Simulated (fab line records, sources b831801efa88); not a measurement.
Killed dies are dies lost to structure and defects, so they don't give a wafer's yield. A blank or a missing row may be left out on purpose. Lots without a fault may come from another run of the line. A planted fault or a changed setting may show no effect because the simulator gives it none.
Chamber matching | flow gf180mcu | GF_V1_ETCH_16 on rie_diel-02: 4 sister chambers
The step etches BARC in N2/H2. 8 wafers are shown with their chamber, then 8 later ones without.

WAFERS WITH THEIR CHAMBER
wafer  | chamber | drypump_motor_current_A (A) | oes_product_au (a.u.)
L075.6 | 1       | 5.7                         | 0.857
L089.4 | 2       | 5.3                         | 0.859
L089.5 | 1       | 5.8                         | 0.855
L091.5 | 3       | 4.9                         | 0.850
L091.6 | 2       | 5.2                         | 0.849
L092.5 | 0       | 5.8                         | 0.847
L092.6 | 3       | 4.8                         | 0.859
L096.1 | 0       | 5.8                         | 0.854

WAFERS WITHOUT THEIR CHAMBER
wafer  | drypump_motor_current_A (A) | oes_product_au (a.u.)
L096.2 | 4.8                         | 0.856
L096.3 | 5.3                         | 0.855
L096.4 | 5.7                         | 0.845
L096.5 | 4.8                         | 0.850
L096.6 | 5.8                         | 0.852
L097.1 | 4.8                         | 0.849
L097.2 | 5.2                         | 0.856
L097.5 | 5.7                         | 0.856

WHICH CHAMBER EACH WENT THROUGH
wafer  | from the rows above     | in truth
L096.2 | 3                       | 3
L096.3 | 2                       | 2
L096.4 | can't be placed: 0 or 1 | 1
L096.5 | 3                       | 3
L096.6 | can't be placed: 0 or 1 | 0
L097.1 | 3                       | 3
L097.2 | 2                       | 2
L097.5 | can't be placed: 1 or 0 | 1
Placed correctly: 5 of 8. Can't be placed from these rows: 3 (the true chamber is among the candidates in 3). Placed wrongly: 0.
How it was worked out, from the rows above alone: a wafer's distance from a chamber is the root of the sum, over the readings, of the square of ((its reading less the chamber's mean) divided by the reading's scatter). The wafer belongs to the nearest chamber; if the next one is less than 2 further off, it can't be placed. A chamber's mean is the mean of its shown wafers. The scatter: the root of (the sum of the squares of (reading less its chamber's mean) over the shown wafers, divided by (wafers less chambers)).
